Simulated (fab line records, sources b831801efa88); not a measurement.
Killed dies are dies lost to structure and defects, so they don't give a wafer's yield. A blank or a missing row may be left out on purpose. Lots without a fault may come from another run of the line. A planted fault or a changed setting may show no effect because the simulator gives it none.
One fault seen from 2 desks | flow sky130 | each desk has only its own numbers; what lay behind them comes last

THE METROLOGY DESK
What the gauges read, lot by lot, whatever tool the lot ran on: means of the sampled wafers that have a number. A lot is out of limits, marked OUT, if its mean lies more than 4 standard deviations from the usual mean; the brackets give that distance.
Columns: A = NWELL_OXIDATION_THK at SKY_NWELL_THK_MEAS_02, usual 9.95 nm; B = cd_nm at SKY_VT_ADJUST_HVTP_CD_MEAS_07, usual 380.3 nm
lot  | first seen here | A     | B
L703 | day 2 11:33     | 10.08 | 380.9
L704 | day 2 17:43     | 9.89  | 379.0
L705 | day 3 00:27     | 10.03 | 383.4
L707 | day 3 11:13     | 9.88  | 380.4
L709 | day 3 21:08     | 9.96  | 377.9
L719 | day 5 22:57     | 9.89  | 381.8
L720 | day 6 04:08     | 9.80  | 379.7
L721 | day 6 14:35     | 9.65  | 379.4
L722 | day 6 19:59     | 9.50  | 379.8
L723 | day 7 01:29     | 9.73  | 382.2
L724 | day 7 03:04     | 10.10 | 379.8
L725 | day 7 06:47     | 9.98  | 377.3
L726 | day 7 12:37     | 10.06 | 378.0
This desk's finding: nothing out of limits on any of the 13 lots.

THE TOOL OWNER'S DESK: cmp-02
The tool's own readings at SKY_FIELD_ISO_CMP_27 (polishes, stops on Si3N4, t overpolish 16 s, target thk 457.8 nm): means of the sampled wafers that have a number, for each lot that ran on this tool. A lot is out of limits, marked OUT, if its mean lies more than 4 standard deviations from the usual mean; the brackets give that distance.
Columns: A = motor_current_A at SKY_FIELD_ISO_CMP_27, usual 12.6 A; B = overpolish_run_s at SKY_FIELD_ISO_CMP_27, usual 16.000 s; C = time_to_endpoint_s at SKY_FIELD_ISO_CMP_27, usual 112 s
lot  | first seen here | A    | B      | C
L703 | day 2 09:14     | 12.8 | 15.999 | 111
L704 | day 2 14:38     | 12.6 | 15.999 | 108
L707 | day 3 06:52     | 12.8 | 15.995 | 88 (-6.8) OUT
L709 | day 3 18:50     | 13.2 | 16.002 | 85 (-7.5) OUT
L720 | day 6 01:56     | 12.9 | 16.003 | 115
L721 | day 6 12:09     | 13.3 | 16.002 | 110
L722 | day 6 16:07     | 13.2 | 16.000 | 112
L723 | day 6 21:29     | 13.1 | 16.001 | 110
This desk's finding: out of limits on L707, L709; first on L707, day 3 06:52 (time_to_endpoint_s at SKY_FIELD_ISO_CMP_27). In limits: L703, L704, L720, L721, L722, L723.

PUT TOGETHER
The tool owner's desk could have raised an alarm at day 3 06:52, on L707, L709.
The metrology desk saw nothing out of limits.
The metrology desk has L707, L709 on record, within its limits.
Of the lots named, all ran SKY_FIELD_ISO_CMP_27 on cmp-02.

WHAT THE SIMULATOR HAD PUT IN
Process parameter drift: cmp-02, from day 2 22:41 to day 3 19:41, at SKY_FIELD_ISO_CMP_27. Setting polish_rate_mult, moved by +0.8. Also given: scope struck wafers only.
Lots struck among those shown: L707, L709.
Hours from the fault's start to each desk's first reading out of limits: the tool owner's desk, 8.
